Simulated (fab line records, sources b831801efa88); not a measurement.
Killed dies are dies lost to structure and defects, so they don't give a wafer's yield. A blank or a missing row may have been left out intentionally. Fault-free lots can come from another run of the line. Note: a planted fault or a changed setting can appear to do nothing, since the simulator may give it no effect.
A struck lot beside a sound one	flow sky130	44 out of 708 route steps
Sound: these wafers, L347.2, L347.5, L347.6. Struck: wafers L349.3, L349.5, L349.6. The cause is given at the end.
For every step that has rows: the tool of each side, followed by ch and its chambers, followed by its first start. Under that, the readings that differ: sound wafers	struck wafers	difference of the means	sigmas: that difference in standard deviations of wafers without a fault.
alike: a reading whose means differ by less than 2 such deviations, as well as words and numbers matching on both sides. not compared: withheld readings; readings where some wafer has no value; bounds like >300 that might hide an equal value; numbers whose values overlap and for which the record gives no deviation.
Wherever a step has rows on one side only, a row that says differs or no value, or a row with sigmas, the two part there. Non-overlapping numbers with no deviation appear without sigmas and do not part them. A reading that every wafer of one side lacks parts them only if that side has two wafers or more.

first, 4 steps without rows for these wafers: SKY_LDD_HVP_SOFTBAKE_03 (time 60 s); SKY_LDD_HVP_EXPOSE_04 (exposes mask HVPTM, target cd 700 nm); SKY_LDD_HVP_PEB_05; SKY_LDD_HVP_DEVELOP_06 (develop time 60 s).
SKY_LDD_HVP_OVL_MEAS_07:
  sound on overlay-01 at day 25 18:01; struck on overlay-02 at day 26 16:04
  alike: LDD_HVP_OVL
after that, 1 step had no rows for these wafers: SKY_LDD_HVP_IMPLANT_08.
SKY_LDD_HVP_STRIP_09: strips in O2/N2.
  sound on plasma_asher-04 ch 0,1, day 25 18:12; struck on plasma_asher-03 ch 0,1, day 26 16:17
  alike: drypump_motor_current_A, n2_flow_sccm, oes_product_au, strip_time_to_endpoint_s
  not compared: rf_hours_counter_h
SKY_LDD_HVP_TW_MEAS_10:
  sound on film_metro-04 at day 25 18:19; struck on film_metro-04 at day 26 16:22
  alike: LDD_HVP_TW
then, 4 steps without rows for these wafers: SKY_LDD_LDN_DEHYDRATE_00 (time 60 s); SKY_LDD_LDN_HMDS_01 (prime time 60 s); SKY_LDD_LDN_COAT_02 (resist thk 1140 nm); SKY_LDD_LDN_SOFTBAKE_03 (time 60 s).
SKY_LDD_LDN_EXPOSE_04: exposes mask LDNTM, target cd 700 nm.
  sound on iline_stepper-01 ch 0, day 26 08:58; struck on iline_stepper-02 ch 0, day 27 06:37
reading	sound	struck	difference	sigmas
mask	LDNTM#0 LDNTM#0 LDNTM#0	URPM#0 URPM#0 URPM#0	differs	
exposure_dose_mJ_cm2	140.13 140.37 140.12	140.07 139.73 139.89	-0.31	-2
then, 2 steps without rows for these wafers: SKY_LDD_LDN_PEB_05; SKY_LDD_LDN_DEVELOP_06 (develop time 60 s).
SKY_LDD_LDN_OVL_MEAS_07:
  sound on overlay-02 at day 26 22:49; struck on overlay-02 at day 27 21:01
reading	sound	struck	difference	sigmas
LDD_LDN_OVL (nm)	0.0 -1.0 0.1	- - -	no value on the struck wafers	
then, 4 steps without rows for these wafers: SKY_LDD_LDN_IMPLANT_08; SKY_LDD_LDN_IMPLANT_09; SKY_LDD_LDN_IMPLANT_10; SKY_LDD_LDN_IMPLANT_11.
SKY_LDD_LDN_STRIP_12: strips in O2/N2.
  sound on plasma_asher-04 ch 0,1, day 26 23:27; struck on plasma_asher-01 ch 0,1, day 27 21:40
  alike: drypump_motor_current_A, n2_flow_sccm, oes_product_au, strip_time_to_endpoint_s
  not compared: rf_hours_counter_h
SKY_LDD_LDN_TW_MEAS_13:
  sound on film_metro-02 at day 26 23:34; struck on film_metro-03 at day 27 21:45
reading	sound	struck	difference	sigmas
LDD_LDN_TW	1484 1479 1483	30 30 30	-1452	-81
then, 2 steps without rows for these wafers: SKY_LDD_LDN_CLEAN_14 (cleans in SC1/SC2, time 150 s); SKY_SPACER_CVD_00 (deposits Si3N4 from DCS/NH3, target thk 43.1 nm, time 740 s).
SKY_SPACER_THK_MEAS_01:
  sound on film_metro-04 at day 27 01:13; struck on film_metro-04 at day 28 00:33
  alike: SPACER_CVD_00_THK
SKY_SPACER_ETCHBACK_02: etches Si3N4 in CH3F/O2, stops on SiO2, time 46.7 s, target depth 45 nm.
  sound on rie_diel-02 ch 0,2, day 27 01:16; struck on rie_diel-01 ch 1,2, day 28 00:35
  alike: drypump_motor_current_A, oes_product_au, rf_fwd_power_W, throttle_valve_pct
  not compared: rf_hours_counter_h
then, 8 steps without rows for these wafers: SKY_POLY_CUT_DEHYDRATE_00 (time 60 s); SKY_POLY_CUT_HMDS_01 (prime time 60 s); SKY_POLY_CUT_COAT_02 (resist thk 60 nm); SKY_POLY_CUT_COAT_03 (resist thk 450 nm); SKY_POLY_CUT_SOFTBAKE_04 (time 90 s); SKY_POLY_CUT_EXPOSE_05 (exposes mask NPCM, target cd 270 nm); SKY_POLY_CUT_PEB_06; SKY_POLY_CUT_DEVELOP_07 (develop time 60 s).
SKY_POLY_CUT_CD_MEAS_08 targets a cd of 270 nm.
  sound on cd_sem-02 at day 28 06:10; struck on cd_sem-01 at day 29 05:08
  alike: cd_nm
SKY_POLY_CUT_OVL_MEAS_09:
  sound on overlay-01 at day 28 06:16; struck on overlay-02 at day 29 05:14
  alike: POLY_CUT_OVL
SKY_POLY_CUT_ETCH_10: etches BARC in N2/H2, stops on SiO2, time 45.9 s, target depth 60 nm.
  sound on rie_diel-03 ch 2,3, day 28 06:17; struck on rie_diel-03 ch 0,2,3, day 29 05:15
  alike: drypump_motor_current_A, n2_flow_sccm, oes_product_au, rf_fwd_power_W, throttle_valve_pct
  not compared: rf_hours_counter_h
SKY_POLY_CUT_ETCH_11: etches Si3N4 in CF4/CH2F2/Ar, stops on poly-Si, time 42.5 s, target depth 60 nm.
  sound on rie_diel-03 ch 2,3, day 28 06:20; struck on rie_diel-03 ch 0,2,3, day 29 05:17
  alike: ch2f2_flow_sccm, drypump_motor_current_A, oes_product_au, rf_fwd_power_W, throttle_valve_pct
  not compared: rf_hours_counter_h
then, 4 steps without rows for these wafers: SKY_POLY_CUT_STRIP_12 (strips in O2/N2); SKY_SD_P_DEHYDRATE_00 (time 60 s); SKY_SD_P_HMDS_01 (prime time 60 s); SKY_SD_P_COAT_02 (resist thk 1140 nm).
-- here the record skips 2 days between the struck wafers' starts before and after, leaving off in module SD_P and picking up in module RES_XHIGH (first step shown: number 341 of the route) --
SKY_RES_XHIGH_TW_MEAS_09:
  sound on film_metro-01 at day 30 15:40; struck on film_metro-01 at day 31 12:48
reading	sound	struck	difference	sigmas
RES_XHIGH_TW	1682 1680 1682	1962 1975 1980	+291	+9
-- here the record skips 18 days between the struck wafers' starts before and after, leaving off in module RES_XHIGH and picking up in module PAD_OPEN (first step shown: number 708 of the route) --
SKY_PAD_OPEN_PROBE_99:
  sound on prober-02 at day 48 13:40; struck on prober-02 at day 49 05:22
reading	sound	struck	difference	sigmas
killed_at_front_end	16 10 12	412 422 413	+403	+88
killed_dies	90 88 78	492 492 492	+407	+44
killed_on_rim	16 17 11	96 96 96	+81	+23
  alike: killed_at_M0_to_M3, killed_at_M4_up, killed_at_contacts, killed_at_other, killed_open, killed_short

## WHERE THEY PART
Earliest at SKY_LDD_LDN_EXPOSE_04; latest, in this record, at SKY_PAD_OPEN_PROBE_99.

WHY: the cause the simulator had injected
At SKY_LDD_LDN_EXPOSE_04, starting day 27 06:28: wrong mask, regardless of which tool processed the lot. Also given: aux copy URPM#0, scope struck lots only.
